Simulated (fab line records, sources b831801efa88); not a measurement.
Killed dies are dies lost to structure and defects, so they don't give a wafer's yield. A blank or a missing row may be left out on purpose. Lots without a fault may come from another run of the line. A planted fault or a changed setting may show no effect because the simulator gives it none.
A struck lot beside a sound one | flow sky130 | 14 steps out of a route of 708
Sound: wafers L756.1, L756.4, L756.6. Struck: wafers L760.2, L760.4, L760.6. The cause comes at the end.
At each step with rows: each side's tool, then ch and its chambers, then its first start. Under that, the readings that differ: sound wafers | struck wafers | difference of the means | sigmas: that difference in standard deviations of wafers without a fault.
alike: readings whose means differ by less than 2 such deviations, and words and numbers that are the same on both sides. not compared: withheld readings, readings that some wafer has no value for, bounds like >300 that may hide the same value, and numbers for which the record gives no deviation and whose values overlap.
The two part at a step that has a row with sigmas, a row that says differs or no value, or rows on one side only. Numbers that don't overlap but have no deviation are shown without sigmas and don't part them. A reading that every wafer of one side lacks parts them only if that side has two wafers or more.

SKY_LI_CONTACT_THK_MEAS_23: measures by xrf.
  sound on film_metro-04, day 30 20:08; struck on film_metro-02, day 32 05:15
  alike: LI_CONTACT_W_THK
SKY_LI_CONTACT_CMP_24: polishes, stops on PSG, t overpolish 20 s, target thk 0 nm.
  sound on cmp-02 ch 1,2,3, day 30 20:15; struck on cmp-02 ch 2,3, day 32 05:21
  alike: motor_current_A, overpolish_run_s, slurry_flow_ml_min, time_to_endpoint_s
SKY_LOCAL_INTERCONNECT_SPUTTER_00: material TiN, target thk 100 nm, time 83.3 s.
  sound on pvd_sputter-04, day 30 20:30; struck on pvd_sputter-02, day 32 05:36
  alike: throttle_valve_pct
SKY_LOCAL_INTERCONNECT_RS_MEAS_01: measures by four-point-probe.
  sound on film_metro-03, day 30 20:34; struck on film_metro-04, day 32 05:41
  alike: LOCAL_INTERCONNECT_TIN_RS
SKY_LOCAL_INTERCONNECT_THK_MEAS_02: measures by xrf.
  sound on film_metro-03, day 30 20:41; struck on film_metro-04, day 32 05:47
  alike: LOCAL_INTERCONNECT_TIN_THK
then, 7 steps without rows for these wafers: SKY_LOCAL_INTERCONNECT_DEHYDRATE_03 (time 60 s); SKY_LOCAL_INTERCONNECT_HMDS_04 (prime time 60 s); SKY_LOCAL_INTERCONNECT_COAT_05 (resist thk 60 nm); SKY_LOCAL_INTERCONNECT_COAT_06 (resist thk 450 nm); SKY_LOCAL_INTERCONNECT_SOFTBAKE_07 (time 90 s); SKY_LOCAL_INTERCONNECT_EXPOSE_08 (exposes mask LI1M, target cd 170 nm); SKY_LOCAL_INTERCONNECT_PEB_09.
SKY_LOCAL_INTERCONNECT_DEVELOP_10: develop time 60 s.
  sound on litho_track-01 ch 0, day 32 00:00; struck on litho_track-03, day 33 08:00
  no value came back on the struck wafers for chill_plate_temp_C (C), develop_time_s (s), resist_line_temp_C (C); on the sound wafers chill_plate_temp_C (C) reads 23.19 23.06 22.96
  reading                                                   | sound             | struck            | difference | sigmas
  model.KrF-thick_of_LOCAL_INTERCONNECT_COAT_06.thk_nm (nm) | 439.7 438.8 438.8 | 448.3 447.5 447.3 | +8.6       |
SKY_LOCAL_INTERCONNECT_CD_MEAS_11: target cd 170 nm.
  sound on cd_sem-02, day 32 00:53; struck on cd_sem-01, day 33 08:37
  reading    | sound             | struck | difference                    | sigmas
  cd_nm (nm) | 172.7 169.9 168.2 | - - -  | no value on the struck wafers |

WHERE THEY PART
First at SKY_LOCAL_INTERCONNECT_DEVELOP_10; last, within this record, at SKY_LOCAL_INTERCONNECT_CD_MEAS_11.

WHY: what the simulator had put in
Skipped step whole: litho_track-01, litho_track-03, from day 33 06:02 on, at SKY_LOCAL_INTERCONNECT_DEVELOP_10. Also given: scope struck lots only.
